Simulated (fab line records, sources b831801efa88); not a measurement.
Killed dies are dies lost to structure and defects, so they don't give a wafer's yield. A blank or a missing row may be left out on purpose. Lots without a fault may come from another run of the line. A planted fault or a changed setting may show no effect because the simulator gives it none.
A struck lot beside a sound one | flow sky130 | 16 steps out of a route of 708
Sound: wafers L591.2, L591.5, L591.6. Struck: wafer L611.4. (L611.1, L611.2 of the same lot were not struck and are left out.) The cause comes at the end.
At each step with rows: each side's tool, then ch and its chambers, then its first start. Under that, the readings that differ: sound wafers | struck wafers | difference of the means | sigmas: that difference in standard deviations of wafers without a fault.
alike: readings whose means differ by less than 2 such deviations, and words and numbers that are the same on both sides. not compared: withheld readings, readings that some wafer has no value for, bounds like >300 that may hide the same value, and numbers for which the record gives no deviation and whose values overlap.
The two part at a step that has a row with sigmas, a row that says differs or no value, or rows on one side only. Numbers that don't overlap but have no deviation are shown without sigmas and don't part them. A reading that every wafer of one side lacks parts them only if that side has two wafers or more.

first, 6 steps without rows for these wafers: SKY_METAL5_HMDS_08 (prime time 60 s); SKY_METAL5_COAT_09 (resist thk 1800 nm); SKY_METAL5_SOFTBAKE_10 (time 60 s); SKY_METAL5_EXPOSE_11 (exposes mask MM5, target cd 1600 nm); SKY_METAL5_PEB_12; SKY_METAL5_DEVELOP_13 (develop time 60 s).
SKY_METAL5_DESCUM_14: chemistry O2, time 11 s.
  sound on rie_metal-02 ch 0, day 44 10:44; struck on rie_metal-03 ch 0, day 49 07:38
  reading                     | sound       | struck | difference | sigmas
  drypump_motor_current_A (A) | 6.2 6.2 6.2 | 5.5    | -0.7       | -2
  alike: chamber_pressure_mTorr, oes_product_au
  not compared: rf_hours_counter_h
SKY_METAL5_METAL_ETCH_15: etches the open film in Cl2/BCl3, stops on SiO2, target depth 1260 nm, time 252 s.
  sound on rie_metal-02 ch 0, day 44 10:53; struck on rie_metal-03 ch 0, day 49 07:42
  reading                     | sound             | struck | difference | sigmas
  drypump_motor_current_A (A) | 6.2 6.2 6.2       | 5.5    | -0.7       | -2
  oes_product_au (a.u.)       | 0.900 0.888 0.890 | 0.880  | -0.013     | -3
  alike: bcl3_flow_sccm, chamber_pressure_mTorr, mfc_cl2_sccm, throttle_valve_pct
  not compared: rf_hours_counter_h
SKY_METAL5_STRIP_16: strips in O2/N2.
  sound on plasma_asher-02 ch 0,1, day 44 11:16; struck on plasma_asher-02 ch 1, day 49 08:10
  alike: chamber_pressure_mTorr, drypump_motor_current_A, oes_product_au, strip_time_to_endpoint_s
  not compared: rf_hours_counter_h
then, 3 steps without rows for these wafers: SKY_METAL5_STRIP_17 (strips in post etch residue remover, time 1200 s); SKY_METAL5_CLEAN_18 (cleans in IPA, time 180 s); SKY_METAL5_CLEAN_19 (cleans in O3/DIW).
SKY_PASSIVATION_CVD_00: deposits SiO2, target thk 90 nm.
  sound on pecvd-01 ch 1,2, day 44 11:52; struck on pecvd-01 ch 0, day 49 08:47
  reading                                      | sound             | struck | difference | sigmas
  rf_fwd_power_W (W)                           | 587 588 590       | 678    | +90        | +30
  model.SiO2_of_PASSIVATION_CVD_00.thk_nm (nm) | 90.28 89.62 91.78 | 94.86  | +4.30      |
  alike: heater_power_w
SKY_PASSIVATION_THK_MEAS_01:
  sound on film_metro-04, day 44 11:54; struck on film_metro-03, day 49 08:49
  reading                     | sound          | struck | difference | sigmas
  PASSIVATION_CVD_00_THK (nm) | 90.3 89.6 91.7 | 94.9   | +4.4       | +4
SKY_PASSIVATION_CVD_02: deposits Si3N4, target thk 540 nm.
  sound on pecvd-02 ch 1,2, day 44 11:57; struck on pecvd-02 ch 2, day 49 08:52
  alike: heater_power_w, rf_fwd_power_W
SKY_PAD_OPEN_PROBE_99:
  the record has rows for the sound wafers here (prober-01, day 46 08:48) and none for the struck ones

WHERE THEY PART
First at SKY_METAL5_DESCUM_14; last, within this record, at SKY_PAD_OPEN_PROBE_99.

WHY: what the simulator had put in
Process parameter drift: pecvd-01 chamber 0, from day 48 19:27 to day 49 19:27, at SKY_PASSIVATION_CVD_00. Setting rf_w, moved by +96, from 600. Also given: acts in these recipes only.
